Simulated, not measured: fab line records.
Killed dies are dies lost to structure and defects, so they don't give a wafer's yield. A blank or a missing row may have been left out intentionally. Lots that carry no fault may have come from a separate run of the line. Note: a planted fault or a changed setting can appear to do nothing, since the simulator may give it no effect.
One fault seen from 2 desks :: flow gf180mcu :: only its own numbers are on each desk; what lay behind them is given at the end

## THE TOOL OWNER'S DESK: implanter-01
The tool's own readings at GF_NWELL_IMPLANT_08: means of the sampled wafers that have a number, for each lot that ran on this tool. Any lot whose mean is over 4 standard deviations away from the usual mean is out of limits and marked OUT; that distance is given in the brackets.
Columns: A = beamEnergyKeV at GF_NWELL_IMPLANT_08, usual 450.02
lot: L213
first seen here: day 3 16:53
A: 450.15

lot: L219
first seen here: day 5 03:03
A: 449.84

lot: L222
first seen here: day 5 19:40
A: 464.70 (+99 or more) OUT

lot: L223
first seen here: day 5 23:38
A: 464.68 (+99 or more) OUT
Finding of this desk: L222, L223 out of limits; the first was L222 at day 5 19:40, on beamEnergyKeV at GF_NWELL_IMPLANT_08. L213, L219: within limits.

## FROM THE METROLOGY DESK
Lot by lot, what the gauges showed, no matter which tool ran the lot: averages of those sampled wafers that carry a number. Any lot whose mean is over 4 standard deviations away from the usual mean is out of limits and marked OUT; that distance is given in the brackets.
Columns: A = HV_LDD_02_OVL at GF_HV_LDD_OVL_MEAS_32, usual -0.5 nm
lot: L211
first seen here: day 11 10:40
A: -1.2

lot: L212
first seen here: day 11 19:53
A: -0.9

lot: L213
first seen here: day 12 00:13
A: -0.8

lot: L214
first seen here: day 12 12:41
A: -1.1

lot: L215
first seen here: day 12 21:19
A: 0.4

lot: L218
first seen here: day 13 15:43
A: -0.6

lot: L219
first seen here: day 13 21:27
A: 0.5

lot: L222
first seen here: day 15 01:25
A: -1.0

lot: L223
first seen here: day 15 11:12
A: -0.6

lot: L229
first seen here: day 17 13:55
A: 0.9

lot: L233
first seen here: day 18 18:01
A: -0.3

lot: L234
first seen here: day 19 01:44
A: -0.8
This desk's finding: nothing out of limits on any of the 12 lots.

## PUT TOGETHER
An alarm could have come from the tool owner's desk at day 5 19:40, on L222, L223.
Metrology desk: nothing out of limits seen.
The metrology desk has L222, L223 on record, within its limits.
GF_NWELL_IMPLANT_08 was run on implanter-01 by each of the lots named.

## WHAT WAS PUT IN BY THE SIMULATOR
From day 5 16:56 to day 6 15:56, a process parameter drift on implanter-01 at GF_NWELL_IMPLANT_08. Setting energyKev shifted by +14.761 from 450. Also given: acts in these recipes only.
Shown lots that were struck: L222, L223.
Each desk's first reading out of limits, in hours after the fault started: the tool owner's desk, 3.
